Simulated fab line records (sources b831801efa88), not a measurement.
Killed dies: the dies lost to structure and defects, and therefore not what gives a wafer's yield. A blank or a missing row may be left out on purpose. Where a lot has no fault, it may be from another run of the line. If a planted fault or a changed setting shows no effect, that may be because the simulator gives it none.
Which tool was responsible? / flow sky130 / route of 708 steps, sampled at 1 step: 13 lots, 39 wafers

## WHAT THE GAUGES READ, wafer by wafer
SKY_SD_P_OVL_MEAS_08. Usual: SD_P_OVL 0.7 nm, standard deviation 1.1.
lot=L552; measured=day 26 02:34; on=overlay-02; SD_P_OVL (nm)=2.3 2.8 2.3; flag=
lot=L554; measured=day 26 12:13; on=overlay-01; SD_P_OVL (nm)=1.4 0.7 1.7; flag=
lot=L555; measured=day 26 16:49; on=overlay-02; SD_P_OVL (nm)=1.4 0.2 2.7; flag=
lot=L557; measured=day 27 08:48; on=overlay-01; SD_P_OVL (nm)=-0.7 -0.4 1.6; flag=
lot=L558; measured=day 27 21:10; on=overlay-01; SD_P_OVL (nm)=1.0 -0.1 -0.2; flag=
lot=L559; measured=day 28 06:45; on=overlay-02; SD_P_OVL (nm)=-1.4 -2.3 -0.2; flag=
lot=L564; measured=day 30 00:41; on=overlay-01; SD_P_OVL (nm)=0.3 -1.9 0.7; flag=
lot=L565; measured=day 30 09:24; on=overlay-02; SD_P_OVL (nm)=0.1 0.4 1.0; flag=
lot=L566; measured=day 30 14:14; on=overlay-01; SD_P_OVL (nm)=1.7 0.8 -0.4; flag=
lot=L567; measured=day 30 20:31; on=overlay-02; SD_P_OVL (nm)=1.3 0.4 -0.3; flag=
lot=L568; measured=day 31 02:53; on=overlay-02; SD_P_OVL (nm)=-0.8 0.5 1.6; flag=
lot=L570; measured=day 31 20:56; on=overlay-01; SD_P_OVL (nm)=2.0 1.3 2.2; flag=
lot=L574; measured=day 33 16:40; on=overlay-02; SD_P_OVL (nm)=0.2 -0.1 -0.4; flag=

## EACH LOT AND THE TOOL THAT RAN IT (in order: tool; ch and the chambers of the sampled wafers; start)
Before these readings, the record contains no process step.

## AS READ BY THE TOOLS THEMSELVES (means over the sampled wafers that have a number; for cases with no such wafer, the mark the record gives instead)
The record holds no such reading with a usual standard deviation.

## THE ANSWER, worked out from the rows above alone
Rule: lot off if the mean of its wafers having a number is beyond 3 standard deviations from the usual mean. A lot without any number at a reading at which 4 lots or more have one is off too. The other lots that the step has rows for count as sound. Order of review: gauges by route order, followed by the tools' own readings, for which a lot's mean as printed above is used. The first step at which some lot is off is used, and at that step the reading that is off furthest; a lot without a number counts as furthest.
Nothing can be told from this: no lot is off at any reading shown.

## WHAT WAS PUT IN BY THE SIMULATOR
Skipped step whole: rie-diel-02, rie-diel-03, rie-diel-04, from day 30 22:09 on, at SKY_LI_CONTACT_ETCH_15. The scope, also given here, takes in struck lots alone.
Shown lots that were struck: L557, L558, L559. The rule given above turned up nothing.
